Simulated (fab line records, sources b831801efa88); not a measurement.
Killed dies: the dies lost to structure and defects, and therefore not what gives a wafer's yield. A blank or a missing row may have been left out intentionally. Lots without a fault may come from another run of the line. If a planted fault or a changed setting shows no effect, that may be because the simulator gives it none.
fab line records    flow sky130
[record] lots = 15  wafers = 45  lastDay = 50
route steps=708 shown LI_CONTACT@382 LOCAL_INTERCONNECT@396 CONTACT@406
lots untouched by any fault: they come from a run of this same line in which no faults occurred
startH: hours from the record's opening day to when the first of the lot's shown wafers began    waitH: hours from the lot's prior step to this one    " same as the row above    L1.1+2: a row that stands for several wafers    - no value present, or no start provided    * or withheld: withheld    < > ~ a bound
route shown NAME@n: names a module that has steps shown in the file, with the first one's number in the route    usual: the fault-free wafers' mean and standard deviation    same: alike in all rows    chamber/n: place in a boat    sites: per-site readings    _std_site: the standard deviation of these    _edge_site: outer sites' mean less inner sites'    radiusMm: how far each site lies from the wafer's centre    mask NAME#n: copy n    behind: the last tool/chamber to shape the wafer    hold: what put the lot on hold/how long, in hours/how the hold closed    device: the transistor (n, p or np) that didn't switch    end of line: at the end of the route, the tests of the same wafers    for a step that has no rows: nothing shown but its recipe    killed: the dies lost at the first sort to structure and to defects; this is not the yield of the wafer    map: shows each die of a wafer: x if killed, . if not, _ if none is there
set.NAME: the setting as run; set.NAME@STEP: as run at that earlier step    model.NAME: the simulator's own value behind a step, which no gauge read
steps of the route over a sample of lots; a table a step, a row a wafer
services: a tool's chamber out of use, with start hour (startH, from the record's first day; less than 0 if before it), hours out, and reason
[[steps]]
[step SKY_LI_CONTACT_SPUTTER_20]
[recipe] material = TiN  targetThkNm = 20  chamberPressurePa = 5  powerW = 4000  timeS = 80
[usual] cathodeDcPowerW = 4000.0/0.69  throttleValvePct = 30.2/1.1
lot.wafer  tool           chamber  startH  waitH  cathodeDcPowerW  throttleValvePct
L209.1     pvdSputter-02  -        703.81  0.0    4001.1           31.0
L209.3     "              -        "       "      4000.8           30.9
L209.5     "              -        "       "      4000.5           31.0
L211.3     pvdSputter-04  -        707.66  0.0    4000.5           30.2
L211.4     "              -        "       "      3999.9           30.7
L211.5     "              -        "       "      4000.2           30.8
L213.3     pvdSputter-02  -        717.65  0.0    4000.4           29.9
L213.5     "              -        "       "      3998.9           30.0
L213.6     "              -        "       "      4000.3           31.0
L214.3     pvdSputter-01  -        738.53  0.0    4001.0           29.4
L214.4     "              -        "       "      3999.4           32.0
L214.6     "              -        "       "      3999.5           30.0
L216.2     pvdSputter-04  -        739.55  0.0    3999.3           30.8
L216.5     "              -        "       "      4000.6           29.3
L216.6     "              -        "       "      4001.0           30.8
L217.1     pvdSputter-04  -        750.70  0.0    3999.9           29.9
L217.3     "              -        "       "      3999.7           30.7
L217.4     "              -        "       "      4000.0           29.5
L218.4     pvdSputter-01  -        760.28  0.0    4000.3           29.6
L218.5     "              -        "       "      3999.4           32.1
L218.6     "              -        "       "      3999.9           29.3
L221.3     pvdSputter-04  -        778.93  0.0    4000.2           29.5
L221.4     "              -        "       "      4000.7           29.9
L221.6     "              -        "       "      4000.3           29.1
L222.2     pvdSputter-04  -        785.86  0.0    4000.2           30.7
L222.3     "              -        "       "      4000.2           29.7
L222.5     "              -        "       "      4001.7           29.2
L223.2     pvdSputter-04  -        790.43  0.0    4000.0           30.5
L223.3     "              -        "       "      3998.9           30.5
L223.4     "              -        "       "      3998.7           29.8
L225.2     pvdSputter-01  -        803.90  0.0    3999.6           29.5
L225.5     "              -        "       "      4000.9           29.6
L225.6     "              -        "       "      4001.2           32.2
L226.2     pvdSputter-01  -        820.53  0.0    3999.4           30.4
L226.5     "              -        "       "      4000.5           32.1
L226.6     "              -        "       "      3999.8           29.6
L227.2     pvdSputter-02  -        821.86  0.0    3999.8           31.1
L227.3     "              -        "       "      4000.3           30.9
L227.6     "              -        "       "      3999.7           31.1
L228.2     pvdSputter-04  -        833.56  0.0    4000.1           29.3
L228.3     "              -        "       "      4000.6           30.5
L228.4     "              -        "       "      3999.9           30.6
L229.2     pvdSputter-01  -        839.48  0.0    3999.4           32.1
L229.5     "              -        "       "      4000.7           31.9
L229.6     "              -        "       "      3999.5           28.4
[step SKY_LOCAL_INTERCONNECT_PEB_09]
[recipe] pebTempC = withheld  pebTimeS = withheld  resist = KrF-thick
[usual] chillPlateTempC = *  exhaustPa = 44.9/0.86
lot.wafer  tool           chamber  startH  waitH  chillPlateTempC  exhaustPa
L209.1     lithoTrack-03  0        732     -      *                44.7
L209.3     "              0        "       "      *                44.9
L209.5     "              0        "       "      *                45.7
L211.3     lithoTrack-03  0        736     -      *                44.2
L211.4     "              0        "       "      *                44.5
L211.5     "              0        "       "      *                45.3
L213.3     lithoTrack-02  0        745     -      *                44.1
L213.5     "              0        "       "      *                46.0
L213.6     "              0        "       "      *                45.6
L214.3     lithoTrack-02  0        766     -      *                45.8
L214.4     "              0        "       "      *                45.5
L214.6     "              0        "       "      *                45.2
L216.2     lithoTrack-01  -        766     -      -                -
L216.5     "              -        767     -      -                -
L216.6     "              -        "       "      -                -
L217.1     lithoTrack-02  -        778     -      -                -
L217.3     "              -        "       "      -                -
L217.4     "              -        "       "      -                -
L218.4     lithoTrack-03  -        787     -      -                -
L218.5     "              -        "       "      -                -
L218.6     "              -        "       "      -                -
L221.3     lithoTrack-03  0        805     -      *                43.6
L221.4     "              0        "       "      *                43.9
L221.6     "              0        "       "      *                43.4
L222.2     lithoTrack-02  0        812     -      *                44.9
L222.3     "              0        "       "      *                45.9
L222.5     "              0        "       "      *                45.2
L223.2     lithoTrack-03  0        818     -      *                45.6
L223.3     "              0        "       "      *                44.6
L223.4     "              0        "       "      *                45.4
L225.2     lithoTrack-02  0        831     -      *                45.6
L225.5     "              0        "       "      *                46.6
L225.6     "              0        "       "      *                45.7
L226.2     lithoTrack-03  0        847     -      *                46.5
L226.5     "              0        "       "      *                46.5
L226.6     "              0        "       "      *                44.9
L227.2     lithoTrack-02  0        848     -      *                43.8
L227.3     "              0        "       "      *                45.9
L227.6     "              0        "       "      *                44.9
L228.2     lithoTrack-02  0        859     -      *                45.2
L228.3     "              0        "       "      *                43.5
L228.4     "              0        "       "      *                44.9
L229.2     lithoTrack-02  0        866     -      *                44.7
L229.5     "              0        "       "      *                44.9
L229.6     "              0        "       "      *                44.7
[step SKY_LOCAL_INTERCONNECT_ETCH_13]
[recipe] chemistry = N2/H2  target = BARC  ionEnergyEv = 200  biasW = 100  pressureMtorr = 30  n2FlowSccm = 100  h2FlowSccm = 200  icpW = 500  stopOn = SiO2  timeS = 45.9  targetDepthA = 600
[usual] drypumpMotorCurrentA = 5.4/0.6  n2FlowSccm = 100.0/0.33  oesProductAu = 0.854/0.0052  throttleValvePct = 13.225/0.009
lot.wafer  tool         chamber  startH  waitH  drypumpMotorCurrentA  n2FlowSccm  oesProductAu  rfHoursCounterH  throttleValvePct
L209.1     rieMetal-04  0        732.76  0.0    4.7                   100.0       0.848         11               13.241
L209.3     "            1        "       "      5.2                   100.1       0.848         -                13.219
L209.5     "            1        "       "      5.2                   100.0       0.859         -                13.236
L211.3     rieMetal-04  1        736.78  0.0    5.2                   99.6        0.852         -                13.222
L211.4     "            0        "       "      4.7                   100.7       0.856         -                13.226
L211.5     "            0        "       "      4.7                   100.3       0.843         -                13.216
L213.3     rieMetal-04  0        746.36  0.0    4.7                   100.2       0.848         -                13.236
L213.5     "            1        "       "      5.2                   100.2       0.857         -                13.228
L213.6     "            0        "       "      4.7                   100.4       0.854         -                13.213
L214.3     rieMetal-02  1        766.51  0.0    5.9                   99.1        0.854         -                13.219
L214.4     "            0        "       "      5.2                   100.4       0.848         -                13.220
L214.6     "            1        "       "      6.0                   99.2        0.849         -                13.222
L216.2     rieMetal-03  1        767.45  0.0    6.6                   100.1       0.854         9                13.235
L216.5     "            1        "       "      6.6                   100.5       0.859         -                13.223
L216.6     "            0        "       "      5.6                   99.6        0.856         -                13.224
L217.1     rieMetal-04  1        778.79  0.0    5.2                   100.0       0.857         6                13.231
L217.3     "            0        "       "      4.7                   99.6        0.854         -                13.234
L217.4     "            1        "       "      5.2                   100.6       0.858         -                13.236
L218.4     rieMetal-03  0        788.19  0.0    5.7                   100.0       0.850         -                13.231
L218.5     "            0        "       "      5.6                   100.6       0.847         -                13.205
L218.6     "            1        "       "      6.6                   100.3       0.848         -                13.221
L221.3     rieMetal-02  0        806.03  0.0    5.2                   100.1       0.856         -                13.216
L221.4     "            1        "       "      6.0                   100.3       0.851         -                13.227
L221.6     "            0        "       "      5.2                   100.1       0.855         -                13.231
L222.2     rieMetal-04  1        812.94  0.0    5.2                   100.1       0.840         8                13.216
L222.3     "            1        "       "      5.2                   100.0       0.848         -                13.232
L222.5     "            1        "       "      5.2                   99.9        0.857         -                13.219
L223.2     rieMetal-04  1        818.61  0.0    5.2                   100.3       0.855         8                13.222
L223.3     "            1        "       "      5.2                   99.9        0.852         -                13.214
L223.4     "            0        "       "      4.7                   99.5        0.847         -                13.207
L225.2     rieMetal-03  1        831.71  0.0    6.5                   100.6       0.853         -                13.229
L225.5     "            1        "       "      6.5                   100.6       0.853         -                13.222
L225.6     "            1        "       "      6.6                   100.3       0.857         -                13.223
L226.2     rieMetal-02  1        847.56  0.0    6.0                   99.9        0.840         10               13.232
L226.5     "            1        "       "      6.0                   99.8        0.851         -                13.223
L226.6     "            0        "       "      5.2                   100.1       0.860         -                13.236
L227.2     rieMetal-04  0        848.49  0.0    4.7                   100.0       0.852         1                13.231
L227.3     "            1        "       "      5.2                   100.1       0.860         -                13.223
L227.6     "            0        "       "      4.7                   100.1       0.860         -                13.226
L228.2     rieMetal-04  0        859.59  0.0    4.7                   100.0       0.860         2                13.234
L228.3     "            0        "       "      4.7                   100.0       0.855         -                13.247
L228.4     "            1        "       "      5.2                   99.6        0.856         -                13.231
L229.2     rieMetal-02  1        866.49  0.0    6.0                   100.0       0.852         11               13.239
L229.5     "            0        "       "      5.3                   99.6        0.850         -                13.226
L229.6     "            1        "       "      5.9                   100.1       0.862         -                13.221
[step SKY_CONTACT_CVD_00]
[recipe] material = Si3N4  targetThkNm = 75  tempC = 400  timeS = withheld  rfW = 450
[usual] heaterPowerW = 712/72
lot.wafer  tool      chamber  startH  waitH  heaterPowerW
L209.1     pecvd-01  1        733.56  0.0    656
L209.3     "         0        "       "      687
L209.5     "         1        "       "      662
L211.3     pecvd-04  0        737.54  0.0    652
L211.4     "         1        "       "      707
L211.5     "         2        "       "      748
L213.3     pecvd-03  2        747.38  0.0    883
L213.5     "         0        "       "      662
L213.6     "         2        "       "      861
L214.3     pecvd-03  1        767.19  0.0    650
L214.4     "         2        "       "      794
L214.6     "         0        "       "      732
L221.3     pecvd-03  0        806.75  0.0    725
L221.4     "         1        "       "      665
L221.6     "         2        "       "      800
L222.2     pecvd-04  2        813.64  0.0    684
L222.3     "         0        "       "      691
L222.5     "         2        "       "      680
L223.2     pecvd-03  0        819.36  0.0    599
L223.3     "         1        "       "      625
L223.4     "         0        "       "      614
L225.2     pecvd-03  2        832.52  0.0    848
L225.5     "         2        "       "      861
L225.6     "         1        "       "      651
L226.2     pecvd-04  0        848.27  0.0    671
L226.5     "         0        "       "      648
L226.6     "         2        "       "      736
L227.2     pecvd-01  0        849.19  0.0    726
L227.3     "         1        "       "      716
L227.6     "         2        "       "      852
L228.2     pecvd-01  2        860.30  0.0    849
L228.3     "         0        "       "      700
L228.4     "         2        "       "      839
L229.2     pecvd-04  2        867.27  0.0    632
L229.5     "         1        "       "      653
L229.6     "         0        "       "      743
[[services]]
tool           chamber  startH  hours  kind
pecvd-03       1        691.92  3.9    repair
pvdSputter-02  -        717.71  0.8    repair
pvdSputter-04  -        718.25  4.7    repair
pecvd-01       0        739.87  2.1    scheduledDown
pecvd-04       0        741.02  4.6    repair
pecvd-03       2        741.17  2.1    scheduledDown
pecvd-03       -        760.98  0.8    pm
pecvd-01       1        777.62  2.1    scheduledDown
rieMetal-04    0        781.18  -      clean
rieMetal-04    0        781.18  19.1   scheduledDown
rieMetal-04    0        781.18  19.1   ventCycle
pvdSputter-01  -        809.19  6.6    repair
pecvd-01       0        811.27  9.5    repair
rieMetal-04    -        820.55  0.3    repair
rieMetal-04    0        820.80  20.9   repair
pecvd-04       1        822.80  5.5    scheduledDown
rieMetal-03    0        829.61  -      clean
rieMetal-03    0        829.61  20.7   scheduledDown
rieMetal-03    0        829.61  20.7   ventCycle
rieMetal-04    1        838.27  3.8    repair
rieMetal-02    -        850.68  2.8    pm
pecvd-04       -        860.15  2.8    repair
rieMetal-02    -        861.81  0.9    repair
[[key]]
[firstSign] step = SKY_LOCAL_INTERCONNECT_PEB_09  reading = toolRecord  direction = missing
effect none on later readings
metAt SKY_LOCAL_INTERCONNECT_PEB_09
struckLots L216,L217,L218
laterRowsLeftOut L216.2,L216.5,L216.6,L217.1,L217.3,L217.4,L218.4,L218.5,L218.6
sortLeftOut L216.2,L216.5,L216.6,L217.1,L217.3,L217.4,L218.4,L218.5,L218.6
testerLeftOut L216,L217,L218
notActingAt SKY_LI_CONTACT_SPUTTER_20,SKY_LOCAL_INTERCONNECT_ETCH_13,SKY_CONTACT_CVD_00
[fault] kind = skippedStepWhole  tool = lithoTrack-01,lithoTrack-02,lithoTrack-03  chamber = -  onsetH = 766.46  steps = SKY_LOCAL_INTERCONNECT_PEB_09  scope = struckLotsOnly
// testerLeftOut: of these lots the tester's yield and bins aren't shown, on N5 and GAA mostly nor the transistor test; their killed dies are dies lost to structure and defects alone, not to doping, threshold or leakage, so they don't give the yield
// sortLeftOut: the simulated sort isn't trusted on such a fault, so these wafers' sort isn't shown, and their yield isn't known
// laterRowsLeftOut: the simulator's readings of these wafers behind a module that went badly wrong aren't trusted and aren't shown, but for the sort
